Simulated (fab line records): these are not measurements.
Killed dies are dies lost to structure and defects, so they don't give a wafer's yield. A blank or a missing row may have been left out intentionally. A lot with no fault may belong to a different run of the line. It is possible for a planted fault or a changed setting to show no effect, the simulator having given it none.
Comparing a struck lot with a sound one ; flow sky130 ; 14 out of 708 route steps
Sound: wafers L111.3, L111.4, L111.5. Wafers L110.1, L110.4, L110.5 were the ones struck. Last of all comes the cause.
Each step with rows lists, per side, the tool, then ch with its chambers, then its first start. Under that, the readings that differ: sound wafers ; struck wafers ; difference of the means ; sigmas: that difference in standard deviations of wafers without a fault.
alike: words and numbers the same on both sides, and readings whose means are apart by under 2 such deviations; not compared: readings that were withheld, readings missing a value for some wafer, numbers with overlapping values and no deviation given by the record, and bounds like >300 which may hide the same value.
The two part at a step that has a row with sigmas, a row that says differs or no value, or rows on one side only. Numbers that don't overlap but have no deviation are shown without sigmas and don't part them. Lack of a reading on every wafer of one side parts them only where that side has two or more wafers.

SKY_METAL5_STRIP_16: strips in O2/N2.
  sound on plasma asher-03 ch 0,1, day 48 21:59; struck on plasma asher-01 ch 0,1, day 48 04:32
reading;sound;struck;difference;sigmas
oes product au (a.u.);0.720 0.712 0.711;0.703 0.705 0.703;-0.011;-2
  alike: drypump motor current A, strip time to endpoint s
  not compared: rf hours counter h
then, 3 steps without rows for these wafers: SKY_METAL5_STRIP_17 (strips in post etch residue remover, time 1200 s); SKY_METAL5_CLEAN_18 (cleans in IPA, time 180 s); SKY_METAL5_CLEAN_19 (cleans in O3/DIW).
SKY_PASSIVATION_CVD_00: deposits SiO2, target thk 90 nm.
  sound on pecvd-04 ch 1,2, day 48 22:34; struck on pecvd-01 ch 1,2, day 48 05:08
  alike: heater power w
SKY_PASSIVATION_THK_MEAS_01:
  sound on film metro-04 at day 48 22:37; struck on film metro-04 at day 48 05:10
  alike: PASSIVATION_CVD_00_THK
SKY_PASSIVATION_CVD_02: deposits Si3N4, target thk 540 nm.
  sound on pecvd-01 ch 0,1, day 48 22:39; struck on pecvd-04 ch 0,2, day 48 05:14
  alike: heater power w
SKY_PASSIVATION_THK_MEAS_03:
  sound on film metro-02 at day 48 22:54; struck on film metro-04 at day 48 05:27
  alike: PASSIVATION_CVD_02_THK
then, 4 steps without rows for these wafers: SKY_PASSIVATION_DEHYDRATE_04 (time 60 s); SKY_PASSIVATION_HMDS_05 (prime time 60 s); SKY_PASSIVATION_COAT_06 (resist thk 2946 nm); SKY_PASSIVATION_SOFTBAKE_07.
SKY_PASSIVATION_EXPOSE_08: exposes mask NSM, target cd 3000 nm.
  sound on iline stepper-01 ch 0, day 49 06:52; struck on iline stepper-01, day 48 13:53
  no value came back on the struck wafers for exposure dose mJ cm2, focus offset nm (nm), na; on the sound wafers exposure dose mJ cm2 reads 259.92 260.15 260.35
  alike: mask
then, 1 step without rows for these wafers: SKY_PASSIVATION_PEB_09.

== WHERE THEY PART ==
Earliest at SKY_METAL5_STRIP_16; latest, in this record, at SKY_PASSIVATION_EXPOSE_08.

WHY: what had been put in by the simulator
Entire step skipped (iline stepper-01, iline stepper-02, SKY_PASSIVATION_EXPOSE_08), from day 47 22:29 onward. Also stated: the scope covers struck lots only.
